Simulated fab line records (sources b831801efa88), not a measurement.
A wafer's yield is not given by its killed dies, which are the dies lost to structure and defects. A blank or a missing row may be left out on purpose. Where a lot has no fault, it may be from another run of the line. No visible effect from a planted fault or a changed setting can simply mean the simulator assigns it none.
fab line records	flow sky130	part 1 of 2: steps 1 to 31 of 40
record: lots: 5	wafers: 15	last_day: 50
route steps=708 shown LI_CONTACT@364 LOCAL_INTERCONNECT@387
lots untouched by any fault: they come from a run of this same line in which no faults occurred
start_h: the number of hours between the record's first day and the start of the first shown wafer of the lot	wait_h: hours from the lot's prior step to this one	" same as the row above	L1.1+2: a row that stands for several wafers	- value missing, or start not given	* or withheld: withheld	< > ~ a bound
route shown NAME@n: NAME is a module with steps in the file, n the number in the route of the first one	usual: the fault-free wafers' mean and standard deviation	same: alike in all rows	chamber/n: place in a boat	sites: readings site by site	_std_site: standard deviation across them	_edge_site: inner sites' mean taken away from outer sites' mean	radius_mm: for every site, how far away it sits from the centre of the wafer	mask NAME#n: copy n	behind: the last tool/chamber to shape the wafer	hold: what put the lot on hold/how long, in hours/how the hold closed	device: which transistor (n, p or np) failed to switch	end of line: tests of these same wafers at the route's end	a step without rows: its recipe alone	killed: at the first sort, the dies lost to defects and structure; wafer yield is something else	map: per-die view of a wafer (x killed, . not killed, _ where there is no die)
set.NAME: setting as actually run; set.NAME@STEP: the setting as run at that earlier step	model.NAME: the simulator's own value behind a step, which no gauge read
lots at selected steps of the route; one table per step, one row per wafer
services: from which hour (start_h, from the record's first day; less than 0 if before it) a tool's chamber was out of use, for how many hours, and why
== steps ==
step: SKY_LI_CONTACT_CMP_02
recipe: material: PSG	down_force_psi: 4	platen_rpm: 60	pad_velocity_m_s: 0.94248
usual: motor_current_A: 12.2/1.2	time_to_endpoint_s: 34/4.2
lot.wafer	tool	chamber	start_h	wait_h	motor_current_A	time_to_endpoint_s
L075.1	cmp-02	1	670.00	0.1	12.1	32
L075.4	"	3	"	"	9.9	34
L075.5	"	0	"	"	12.9	26
L077.1	cmp-01	0	679.22	0.1	13.6	37
L077.5	"	0	"	"	13.5	34
L077.6	"	1	"	"	13.0	34
L088.2	cmp-01	2	764.46	0.0	11.8	38
L088.5	"	2	"	"	11.9	37
L088.6	"	3	"	"	13.3	31
L089.4	cmp-02	1	768.75	0.0	12.2	32
L089.1	"	2	"	"	10.7	36
L089.5	"	1	"	"	12.8	30
L096.2	cmp-02	1	821.79	0.1	12.3	30
L096.4	"	3	"	"	10.4	36
L096.6	"	2	"	"	11.6	40
step: SKY_LI_CONTACT_BOW_MEAS_03
recipe: mode: bow
usual: LI_CONTACT_BOW: 56/6.6
lot.wafer	tool	chamber	start_h	wait_h	LI_CONTACT_BOW[um]
L075.1	film_metro-04	-	670.25	0.2	50
L075.4	"	-	"	"	57
L075.5	"	-	"	"	45
L077.1	film_metro-02	-	679.52	0.2	56
L077.5	"	-	"	"	54
L077.6	"	-	"	"	66
L088.2	film_metro-01	-	764.78	0.3	60
L088.5	"	-	"	"	54
L088.6	"	-	"	"	61
L089.1	film_metro-01	-	769.05	0.2	47
L089.4	"	-	"	"	52
L089.5	"	-	"	"	62
L096.2	film_metro-04	-	822.11	0.3	46
L096.4	"	-	"	"	57
L096.6	"	-	"	"	64
step: SKY_LI_CONTACT_DEHYDRATE_04
recipe: temp_c: 200	time_s: 60
lot.wafer	tool	chamber	start_h	wait_h
L075.1+4+5	litho_track-01	0	683.59	13.3
L077.1+5+6	litho_track-01	0	693.29	13.8
L088.2+5+6	litho_track-02	0	777.63	12.8
L089.1+4+5	litho_track-01	0	781.79	12.7
L096.2+4+6	litho_track-02	0	833.28	11.2
step: SKY_LI_CONTACT_HMDS_05
recipe: prime_time_s: 60	prime_temp_c: 120
lot.wafer	tool	chamber	start_h	wait_h
L075.1+4+5	litho_track-01	0	683.74	0.1
L077.1+5+6	litho_track-01	0	693.44	0.1
L088.2+5+6	litho_track-02	0	777.78	0.1
L089.1+4+5	litho_track-01	0	781.94	0.1
L096.2+4+6	litho_track-02	0	833.43	0.1
step: SKY_LI_CONTACT_COAT_06
recipe: resist: BARC	temp_c: withheld	time_s: withheld	spin_rpm: 3000	resist_thk_nm: 60
lot.wafer	tool	chamber	start_h	wait_h
L075.1+4+5	litho_track-01	0	683.89	0.1
L077.1+5+6	litho_track-01	0	693.59	0.1
L088.2+5+6	litho_track-02	0	777.93	0.1
L089.1+4+5	litho_track-01	0	782.09	0.1
L096.2+4+6	litho_track-02	0	833.58	0.1
step: SKY_LI_CONTACT_COAT_07
recipe: resist: KrF-thick	spin_rpm: 3000	resist_thk_nm: 450
lot.wafer	tool	chamber	start_h	wait_h
L075.1+4+5	litho_track-01	0	-	-
L077.1+5+6	litho_track-01	0	-	-
L088.2+5+6	litho_track-02	0	-	-
L089.1+4+5	litho_track-01	0	-	-
L096.2+4+6	litho_track-02	0	-	-
step: SKY_LI_CONTACT_SOFTBAKE_08
recipe: temp_c: 100	time_s: 90	resist: KrF-thick
lot.wafer	tool	chamber	start_h	wait_h
L075.1+4+5	litho_track-01	0	-	-
L077.1+5+6	litho_track-01	0	-	-
L088.2+5+6	litho_track-02	0	-	-
L089.1+4+5	litho_track-01	0	-	-
L096.2+4+6	litho_track-02	0	-	-
step: SKY_LI_CONTACT_EXPOSE_09
recipe: mask_id: LICM1	na: 0.8	source_shape: annular	sigma_inner: 0.55	sigma_outer: 0.85	target_cd_nm: 170	dose_mj: 38
lot.wafer	tool	chamber	start_h	wait_h	mask
L075.1+4+5	krf_scanner-01	0	-	-	LICM1#0
L077.1+5+6	krf_scanner-02	0	-	-	LICM1#0
L088.2+5+6	krf_scanner-02	0	-	-	LICM1#0
L089.1+4+5	krf_scanner-01	0	-	-	LICM1#0
L096.2+4+6	krf_scanner-01	0	-	-	LICM1#0
step: SKY_LI_CONTACT_PEB_10
recipe: peb_temp_c: withheld	peb_time_s: withheld	resist: KrF-thick
lot.wafer	tool	chamber	start_h	wait_h
L075.1+4+5	litho_track-01	0	-	-
L077.1+5+6	litho_track-04	0	-	-
L088.2+5+6	litho_track-02	0	-	-
L089.1+4+5	litho_track-02	0	-	-
L096.2+4+6	litho_track-01	0	-	-
step: SKY_LI_CONTACT_DEVELOP_11
recipe: develop_time_s: 60	resist: KrF-thick	dev_temp_c: 21
lot.wafer	tool	chamber	start_h	wait_h
L075.1+4+5	litho_track-01	0	-	-
L077.1+5+6	litho_track-04	0	-	-
L088.2+5+6	litho_track-02	0	-	-
L089.1+4+5	litho_track-02	0	-	-
L096.2+4+6	litho_track-01	0	-	-
step: SKY_LI_CONTACT_CD_MEAS_12
recipe: target_cd_nm: 170
usual: cd_nm: 170.4/1.3
lot.wafer	tool	chamber	start_h	wait_h	cd_nm
L075.1	cd_sem-02	-	698.64	-	170.4
L075.4	"	-	"	"	170.4
L075.5	"	-	"	"	169.8
L077.1	cd_sem-02	-	707.77	-	169.3
L077.5	"	-	"	"	169.1
L077.6	"	-	"	"	171.2
L088.2	cd_sem-02	-	791.78	-	169.8
L088.5	"	-	"	"	170.4
L088.6	"	-	"	"	169.3
L089.1	cd_sem-01	-	795.46	-	170.3
L089.4	"	-	"	"	170.4
L089.5	"	-	"	"	169.8
L096.2	cd_sem-02	-	847.96	-	171.0
L096.4	"	-	"	"	169.2
L096.6	"	-	"	"	170.4
step: SKY_LI_CONTACT_OVL_MEAS_13
usual: LI_CONTACT_OVL: -3/5.7
lot.wafer	tool	chamber	start_h	wait_h	LI_CONTACT_OVL[nm]
L075.1	overlay-01	-	698.76	0.1	-8
L075.4	"	-	"	"	-5
L075.5	"	-	"	"	-10
L077.1	overlay-01	-	707.89	0.1	-6
L077.5	"	-	"	"	-3
L077.6	"	-	"	"	-10
L088.2	overlay-01	-	791.88	0.1	-6
L088.5	"	-	"	"	-3
L088.6	"	-	"	"	-7
L089.1	overlay-01	-	795.58	0.1	-5
L089.4	"	-	"	"	-4
L089.5	"	-	"	"	-12
L096.2	overlay-02	-	848.07	0.1	-8
L096.4	"	-	"	"	-5
L096.6	"	-	"	"	-3
step: SKY_LI_CONTACT_ETCH_14
recipe: chemistry: N2/H2	target: BARC	ion_energy_ev: 200	source_w: 500	bias_w: 100	pressure_mtorr: 30	n2_flow_sccm: 100	h2_flow_sccm: 200	stop_on: SiO2	time_s: 45.9	target_depth_a: 600
usual: drypump_motor_current_A: 5.49/0.29	oes_product_au: 0.855/0.0048	rf_fwd_power_W: 495.3/2.2	throttle_valve_pct: 13.224/0.0091
lot.wafer	tool	chamber	start_h	wait_h	drypump_motor_current_A	oes_product_au	rf_fwd_power_W	rf_hours_counter_h	throttle_valve_pct
L075.1	rie_diel-04	0	698.80	0.0	5.32	0.855	494.3	14	13.211
L075.4	"	1	"	"	5.19	0.856	493.9	21	13.221
L075.5	"	3	"	"	5.45	0.852	494.1	-	13.237
L077.1	rie_diel-04	1	707.93	0.0	5.19	0.856	493.0	21	13.222
L077.5	"	2	"	"	5.83	0.855	493.4	-	13.214
L077.6	"	1	"	"	5.20	0.855	493.1	-	13.219
L088.2	rie_diel-03	0	791.91	0.0	4.83	0.856	501.6	4	13.225
L088.5	"	0	"	"	4.85	0.858	500.4	-	13.216
L088.6	"	1	"	"	5.38	0.858	492.4	-	13.232
L089.1	rie_diel-02	3	795.61	0.0	5.75	0.852	495.4	14	13.225
L089.4	"	1	"	"	5.59	0.857	495.4	-	13.216
L089.5	"	0	"	"	5.75	0.857	495.5	-	13.203
L096.2	rie_diel-02	1	848.10	0.0	5.65	0.846	490.0	11	13.222
L096.4	"	3	"	"	5.72	0.858	495.5	15	13.222
L096.6	"	1	"	"	5.62	0.855	489.7	-	13.218
step: SKY_LI_CONTACT_ETCH_15
recipe: target: PSG	chemistry: C4F8/O2/Ar	stop_on: Si	taper_deg: 4.15	mask_material: KrF-thick	source_w: 1500	bias_w: 1200	pressure_mtorr: 40	c4f8_flow_sccm: withheld	O2_flow_sccm: 6	Ar_flow_sccm: 300	time_s: withheld	target_depth_a: 6000
usual: oes_product_au: 0.838/0.0046	rf_fwd_power_W: 1494/4.8
lot.wafer	tool	chamber	start_h	wait_h	oes_product_au	rf_fwd_power_W
L075.1	rie_diel-04	0	698.84	0.0	0.838	1497
L075.4	"	1	"	"	0.830	1490
L075.5	"	3	"	"	0.838	1497
L077.1	rie_diel-04	1	707.97	0.0	0.835	1492
L077.5	"	2	"	"	0.842	1495
L077.6	"	1	"	"	0.840	1493
L088.2	rie_diel-03	0	791.95	0.0	0.838	1501
L088.5	"	0	"	"	0.843	1494
L088.6	"	1	"	"	0.838	1486
L089.1	rie_diel-02	3	795.65	0.0	0.845	1492
L089.4	"	1	"	"	0.839	1489
L089.5	"	0	"	"	0.837	1496
L096.2	rie_diel-02	1	848.14	0.0	0.844	1494
L096.4	"	3	"	"	0.840	1499
L096.6	"	1	"	"	0.830	1499
step: SKY_LI_CONTACT_STRIP_16
recipe: chemistry: O2/N2	power_w: 1400	pressure_mtorr: 1500	platen_temp_c: withheld	o2_flow_sccm: 3000	n2_flow_sccm: 300	overash_fraction: 0.5
usual: drypump_motor_current_A: 5.7/0.39	oes_product_au: 0.377/0.0049	strip_time_to_endpoint_s: 3.52/0.03
lot.wafer	tool	chamber	start_h	wait_h	drypump_motor_current_A	oes_product_au	rf_hours_counter_h	strip_time_to_endpoint_s
L075.1	plasma_asher-01	0	698.93	-	5.2	0.377	57	3.52
L075.4	"	0	"	"	5.2	0.378	-	3.45
L075.5	"	0	"	"	5.2	0.372	-	3.47
L077.1	plasma_asher-02	0	708.06	-	5.7	0.380	28	3.47
L077.5	"	1	"	"	6.1	0.381	-	3.56
L077.6	"	0	"	"	5.7	0.376	-	3.48
L088.2	plasma_asher-02	0	792.04	-	5.7	0.382	37	3.51
L088.5	"	1	"	"	6.1	0.377	-	3.51
L088.6	"	0	"	"	5.7	0.386	-	3.50
L089.1	plasma_asher-02	1	795.74	-	6.1	0.372	37	3.55
L089.4	"	0	"	"	5.7	0.383	-	3.53
L089.5	"	0	"	"	5.7	0.376	-	3.50
L096.2	plasma_asher-04	0	848.23	-	6.3	0.376	8	3.53
L096.4	"	0	"	"	6.3	0.377	-	3.51
L096.6	"	1	"	"	5.2	0.379	-	3.51
step: SKY_LI_CONTACT_CLEAN_17
recipe: chemistry: NMP	time_s: 600	temp_c: 60	dry: n2_spin
lot.wafer	tool	chamber	start_h	wait_h
L075.1+4+5	wet_bench-04	1	699.03	0.1
L077.1+5+6	wet_bench-02	0	708.16	0.1
L088.2+5+6	wet_bench-01	2	792.14	0.1
L089.1+4+5	wet_bench-01	3	795.84	0.1
L096.2+4+6	wet_bench-02	0	848.33	0.1
step: SKY_LI_CONTACT_PRE_CLEAN_18
recipe: gas: Ar	time_s: 5.6	bias_v: 358
lot.wafer	tool	chamber	start_h	wait_h
L075.1+4+5	pvd_sputter-03	-	699.23	0.0
L077.1+5+6	pvd_sputter-02	-	708.33	0.0
L088.2+5+6	pvd_sputter-04	-	792.31	0.0
L089.1+4+5	pvd_sputter-03	-	796.01	0.0
L096.2+4+6	pvd_sputter-02	-	848.50	0.0
step: SKY_LI_CONTACT_SPUTTER_19
recipe: material: Ti	target_thk_nm: 20	chamber_pressure_pa: 5	power_w: 2500	substrate_temp_c: 200	time_s: 106.37
usual: throttle_valve_pct: 30.1/0.89
lot.wafer	tool	chamber	start_h	wait_h	throttle_valve_pct
L075.1	pvd_sputter-03	-	699.25	0.0	31.0
L075.4	"	-	"	"	29.8
L075.5	"	-	"	"	29.5
L077.1	pvd_sputter-02	-	708.35	0.0	28.9
L077.5	"	-	"	"	30.3
L077.6	"	-	"	"	28.7
L088.2	pvd_sputter-04	-	792.33	0.0	30.5
L088.5	"	-	"	"	28.1
L088.6	"	-	"	"	30.5
L089.1	pvd_sputter-03	-	796.03	0.0	29.8
L089.4	"	-	"	"	29.8
L089.5	"	-	"	"	29.8
L096.2	pvd_sputter-02	-	848.52	0.0	31.0
L096.4	"	-	"	"	30.1
L096.6	"	-	"	"	30.1
step: SKY_LI_CONTACT_SPUTTER_20
recipe: material: TiN	target_thk_nm: 20	chamber_pressure_pa: 5	power_w: 4000	time_s: 80
usual: throttle_valve_pct: 30.1/0.91
lot.wafer	tool	chamber	start_h	wait_h	throttle_valve_pct
L075.1	pvd_sputter-03	-	699.33	0.0	31.3
L075.4	"	-	"	"	29.9
L075.5	"	-	"	"	29.5
L077.1	pvd_sputter-02	-	708.43	0.0	28.8
L077.5	"	-	"	"	30.1
L077.6	"	-	"	"	28.6
L088.2	pvd_sputter-04	-	792.41	0.0	30.7
L088.5	"	-	"	"	28.6
L088.6	"	-	"	"	30.5
L089.1	pvd_sputter-03	-	796.11	0.0	30.0
L089.4	"	-	"	"	29.7
L089.5	"	-	"	"	29.9
L096.2	pvd_sputter-02	-	848.60	0.0	30.9
L096.4	"	-	"	"	30.4
L096.6	"	-	"	"	30.0
step: SKY_LI_CONTACT_CVD_21
recipe: material: W	target_thk_nm: 400	time_s: 120.56	temp_c: 400	pressure_torr: 40
usual: heater_power_w: 925/80
lot.wafer	tool	chamber	start_h	wait_h	heater_power_w	since_wet_clean_h
L075.1	cvd_w-02	0	699.39	0.0	964	295
L075.4	"	0	"	"	950	-
L075.5	"	1	"	"	864	-
L077.1	cvd_w-02	0	708.49	0.0	978	305
L077.5	"	0	"	"	924	-
L077.6	"	1	"	"	854	-
L088.2	cvd_w-01	1	792.47	0.0	851	888
L088.5	"	1	"	"	834	-
L088.6	"	0	"	"	1025	-
L089.1	cvd_w-02	1	796.17	0.0	868	392
L089.4	"	1	"	"	880	-
L089.5	"	1	"	"	870	-
L096.2	cvd_w-02	0	848.66	0.0	973	445
L096.4	"	1	"	"	865	-
L096.6	"	0	"	"	983	-
step: SKY_LI_CONTACT_RS_MEAS_22
recipe: thk_meas_gauge: four-point-probe	reads: W_of_LI_CONTACT_CVD_21+TiN_of_LI_CONTACT_SPUTTER_20+Ti_of_LI_CONTACT_SPUTTER_19
usual: LI_CONTACT_W_RS: 0.285/0.0048
lot.wafer	tool	chamber	start_h	wait_h	LI_CONTACT_W_RS[ohm/sq]
L075.1	film_metro-02	-	699.52	0.1	0.291
L075.4	"	-	"	"	0.288
L075.5	"	-	"	"	0.283
L077.1	film_metro-01	-	708.61	0.1	0.293
L077.5	"	-	"	"	0.289
L077.6	"	-	"	"	0.288
L088.2	film_metro-01	-	792.62	0.1	0.286
L088.5	"	-	"	"	0.283
L088.6	"	-	"	"	0.280
L089.1	film_metro-01	-	796.30	0.1	0.284
L089.4	"	-	"	"	0.284
L089.5	"	-	"	"	0.285
L096.2	film_metro-01	-	848.80	0.1	0.291
L096.4	"	-	"	"	0.289
L096.6	"	-	"	"	0.292
step: SKY_LI_CONTACT_THK_MEAS_23
recipe: thk_meas_gauge: xrf	reads: W_of_LI_CONTACT_CVD_21
usual: LI_CONTACT_W_THK: 426/10
lot.wafer	tool	chamber	start_h	wait_h	LI_CONTACT_W_THK[nm]
L075.1	film_metro-02	-	699.64	0.1	421
L075.4	"	-	"	"	425
L075.5	"	-	"	"	433
L077.1	film_metro-01	-	708.73	0.1	413
L077.5	"	-	"	"	414
L077.6	"	-	"	"	419
L088.2	film_metro-01	-	792.73	0.1	428
L088.5	"	-	"	"	431
L088.6	"	-	"	"	431
L089.1	film_metro-01	-	796.42	0.1	429
L089.4	"	-	"	"	427
L089.5	"	-	"	"	426
L096.2	film_metro-01	-	848.91	0.1	414
L096.4	"	-	"	"	416
L096.6	"	-	"	"	409
step: SKY_LI_CONTACT_CMP_24
recipe: stop_on: PSG	t_overpolish_s: 20	down_force_psi: 3.5	platen_rpm: 60	target_thk_nm: 0	pad_velocity_m_s: 0.94248
usual: motor_current_A: 11.2/1.1	overpolish_run_s: 20.000/0.0093	time_to_endpoint_s: 98/5.8
lot.wafer	tool	chamber	start_h	wait_h	motor_current_A	overpolish_run_s	time_to_endpoint_s
L075.4	cmp-02	1	699.75	0.1	11.7	20.003	99
L075.1	"	2	"	"	10.1	20.001	104
L075.5	"	1	"	"	11.2	20.002	105
L077.1	cmp-01	2	708.94	0.2	11.3	20.004	102
L077.6	"	3	"	"	12.5	20.005	93
L077.5	"	0	"	"	12.1	19.989	98
L088.2	cmp-01	1	792.83	0.1	12.3	20.012	98
L088.5	"	0	"	"	12.1	20.002	101
L088.6	"	1	"	"	10.9	20.002	102
L089.1	cmp-02	0	796.58	0.1	12.0	20.005	89
L089.4	"	1	"	"	11.4	20.013	98
L089.5	"	3	"	"	8.8	19.998	98
L096.2	cmp-01	1	848.96	0.0	11.5	19.995	97
L096.4	"	3	"	"	12.2	20.014	84
L096.6	"	1	"	"	10.5	20.011	92
step: SKY_LOCAL_INTERCONNECT_SPUTTER_00
recipe: material: TiN	target_thk_nm: 100	temp_c: 300	power_w: 6500	time_s: 83.3	chamber_pressure_pa: 0.4
usual: throttle_valve_pct: 29.7/1.1
lot.wafer	tool	chamber	start_h	wait_h	throttle_valve_pct
L075.1	pvd_sputter-04	-	700.00	0.1	30.4
L075.4	"	-	"	"	28.4
L075.5	"	-	"	"	30.4
L077.1	pvd_sputter-01	-	709.09	0.1	30.2
L077.5	"	-	"	"	31.3
L077.6	"	-	"	"	28.4
L088.2	pvd_sputter-03	-	793.08	0.2	31.0
L088.5	"	-	"	"	29.8
L088.6	"	-	"	"	29.5
L089.1	pvd_sputter-01	-	796.78	0.1	28.4
L089.4	"	-	"	"	31.2
L089.5	"	-	"	"	29.7
L096.2	pvd_sputter-04	-	849.26	0.2	30.1
L096.4	"	-	"	"	30.2
L096.6	"	-	"	"	30.6
step: SKY_LOCAL_INTERCONNECT_RS_MEAS_01
recipe: thk_meas_gauge: four-point-probe	reads: TiN_of_LOCAL_INTERCONNECT_SPUTTER_00
usual: LOCAL_INTERCONNECT_TIN_RS: 14.15/0.21
lot.wafer	tool	chamber	start_h	wait_h	LOCAL_INTERCONNECT_TIN_RS[ohm/sq]
L075.1	film_metro-04	-	700.06	0.0	14.07
L075.4	"	-	"	"	14.21
L075.5	"	-	"	"	13.96
L077.1	film_metro-03	-	709.16	0.0	14.04
L077.5	"	-	"	"	14.00
L077.6	"	-	"	"	14.02
L088.2	film_metro-01	-	793.16	0.1	14.22
L088.5	"	-	"	"	14.15
L088.6	"	-	"	"	14.08
L089.1	film_metro-01	-	796.84	0.0	13.93
L089.4	"	-	"	"	13.86
L089.5	"	-	"	"	14.03
L096.2	film_metro-04	-	849.35	0.1	14.48
L096.4	"	-	"	"	13.77
L096.6	"	-	"	"	14.36
step: SKY_LOCAL_INTERCONNECT_THK_MEAS_02
recipe: thk_meas_gauge: xrf	reads: TiN_of_LOCAL_INTERCONNECT_SPUTTER_00
usual: LOCAL_INTERCONNECT_TIN_THK: 99.5/1.7
lot.wafer	tool	chamber	start_h	wait_h	LOCAL_INTERCONNECT_TIN_THK[nm]
L075.1	film_metro-04	-	700.18	0.1	99.4
L075.4	"	-	"	"	98.6
L075.5	"	-	"	"	100.4
L077.1	film_metro-03	-	709.28	0.1	99.4
L077.5	"	-	"	"	99.6
L077.6	"	-	"	"	99.3
L088.2	film_metro-01	-	793.27	0.1	99.2
L088.5	"	-	"	"	99.9
L088.6	"	-	"	"	100.2
L089.1	film_metro-01	-	796.96	0.1	101.4
L089.4	"	-	"	"	102.2
L089.5	"	-	"	"	101.1
L096.2	film_metro-04	-	849.46	0.1	97.2
L096.4	"	-	"	"	102.3
L096.6	"	-	"	"	99.0
step: SKY_LOCAL_INTERCONNECT_DEHYDRATE_03
recipe: temp_c: 200	time_s: 60
lot.wafer	tool	chamber	start_h	wait_h
L075.1+4+5	litho_track-02	0	713.45	13.3
L077.1+5+6	litho_track-02	0	722.70	13.4
L088.2+5+6	litho_track-04	0	805.20	11.9
L089.1+4+5	litho_track-02	0	809.61	12.6
L096.2+4+6	litho_track-03	0	861.19	11.7
step: SKY_LOCAL_INTERCONNECT_HMDS_04
recipe: prime_time_s: 60	prime_temp_c: 120
lot.wafer	tool	chamber	start_h	wait_h
L075.1+4+5	litho_track-02	0	713.60	0.1
L077.1+5+6	litho_track-02	0	722.85	0.1
L088.2+5+6	litho_track-04	0	805.35	0.1
L089.1+4+5	litho_track-02	0	809.76	0.1
L096.2+4+6	litho_track-03	0	861.34	0.1
step: SKY_LOCAL_INTERCONNECT_COAT_05
recipe: resist: BARC	temp_c: withheld	time_s: withheld	spin_rpm: 3000	resist_thk_nm: 60
lot.wafer	tool	chamber	start_h	wait_h
L075.1+4+5	litho_track-02	0	713.75	0.1
L077.1+5+6	litho_track-02	0	723.00	0.1
L088.2+5+6	litho_track-04	0	805.50	0.1
L089.1+4+5	litho_track-02	0	809.91	0.1
L096.2+4+6	litho_track-03	0	861.49	0.1
step: SKY_LOCAL_INTERCONNECT_COAT_06
recipe: resist: KrF-thick	spin_rpm: 3000	resist_thk_nm: 450
lot.wafer	tool	chamber	start_h	wait_h
L075.1+4+5	litho_track-02	0	-	-
L077.1+5+6	litho_track-02	0	-	-
L088.2+5+6	litho_track-04	0	-	-
L089.1+4+5	litho_track-02	0	-	-
L096.2+4+6	litho_track-03	0	-	-
step: SKY_LOCAL_INTERCONNECT_SOFTBAKE_07
recipe: temp_c: 100	time_s: 90	resist: KrF-thick
lot.wafer	tool	chamber	start_h	wait_h
L075.1+4+5	litho_track-02	0	-	-
L077.1+5+6	litho_track-02	0	-	-
L088.2+5+6	litho_track-04	0	-	-
L089.1+4+5	litho_track-02	0	-	-
L096.2+4+6	litho_track-03	0	-	-
